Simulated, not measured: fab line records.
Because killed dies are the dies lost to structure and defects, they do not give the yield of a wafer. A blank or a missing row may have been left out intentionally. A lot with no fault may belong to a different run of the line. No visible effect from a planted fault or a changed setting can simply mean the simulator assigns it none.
A lot that was struck, set against a sound lot	flow sky130	15 steps out of a route of 708
Sound: these wafers, L121.2, L121.3, L121.4. Struck: wafer L127.3 (L127.4, L127.6, from the same lot, were not struck and are left out); the cause is given at the end.
Each step with rows lists, per side, the tool, then ch with its chambers, then its first start. Under that, the readings that differ: sound wafers	struck wafers	difference of the means	sigmas: that difference in standard deviations of wafers without a fault.
alike: same words and numbers on both sides, and readings whose means sit less than 2 such deviations apart. not compared: any withheld reading, any reading some wafer has no value for, any bound like >300 that may hide the same value, and any number with overlapping values for which the record gives no deviation.
A row with sigmas, a row that says differs or no value, or rows on one side alone: a step with any of these is where the two part. When numbers do not overlap yet have no deviation, they are printed without sigmas and do not part them. Lack of a reading on every wafer of one side parts them only where that side has two or more wafers.

first, 3 steps without rows for these wafers: SKY_RES_PROTECT_PEB_05; SKY_RES_PROTECT_DEVELOP_06 (develop time 60 s); SKY_POLY_GATE_IMPLANT_02.
SKY_RES_PROTECT_STRIP_07: strips in O2/N2.
  sound on plasma_asher-01 ch 0,1, day 19 16:14; struck on plasma_asher-04 ch 1, day 21 14:23
  alike: drypump_motor_current_A, oes_product_au, strip_time_to_endpoint_s
  not compared: rf_hours_counter_h
SKY_RES_PROTECT_TW_MEAS_08:
  sound on film_metro-02 at day 19 16:21; struck on film_metro-03 at day 21 14:29
reading	sound	struck	difference	sigmas
POLY_GATE_TW	4078 4100 4100	4036	-57	-3
then, 2 steps without rows for these wafers: SKY_RES_PROTECT_CLEAN_09 (cleans in SC1/SC2, time 150 s); SKY_POLY_GATE_CVD_03 (deposits Si3N4 from DCS/NH3, target thk 75 nm, time 1290 s).
SKY_POLY_GATE_THK_MEAS_04:
  sound on film_metro-03 at day 19 17:49; struck on film_metro-03 at day 21 15:57
  alike: POLY_GATE_CVD_03_THK
then, 4 steps without rows for these wafers: SKY_POLY_GATE_DEHYDRATE_05 (time 60 s); SKY_POLY_GATE_HMDS_06 (prime time 60 s); SKY_POLY_GATE_COAT_07 (resist thk 110 nm); SKY_POLY_GATE_COAT_08 (resist thk 450 nm).
SKY_POLY_GATE_SOFTBAKE_09: time 90 s.
  sound on litho_track-02 ch 0, day 20 09:00; struck on litho_track-02 ch 0, day 22 06:00
reading	sound	struck	difference	sigmas
run_length_s (s)	119.12 119.01 119.12	122.73	+3.65	+17
then, 1 step without rows for these wafers: SKY_POLY_GATE_EXPOSE_10 (exposes mask P1M, target cd 150 nm).
-- the record jumps here: 28 days lie between the struck wafers' starts before and after (it left off in module POLY_GATE and takes up again in module PAD_OPEN, whose first step shown is number 708 of the route) --
SKY_PAD_OPEN_PROBE_99:
  sound on prober-01 at day 48 20:03; struck on prober-01 at day 50 03:50
  alike: killed_at_M0_to_M3, killed_at_M4_up, killed_at_contacts, killed_at_front_end, killed_at_other, killed_dies, killed_open, killed_short

WHERE THEY PART
Last at SKY_POLY_GATE_SOFTBAKE_09 as far as this record goes, first at SKY_RES_PROTECT_TW_MEAS_08. Later steps at which nothing parts them and some readings are alike: SKY_PAD_OPEN_PROBE_99.

WHY: the cause the simulator had injected
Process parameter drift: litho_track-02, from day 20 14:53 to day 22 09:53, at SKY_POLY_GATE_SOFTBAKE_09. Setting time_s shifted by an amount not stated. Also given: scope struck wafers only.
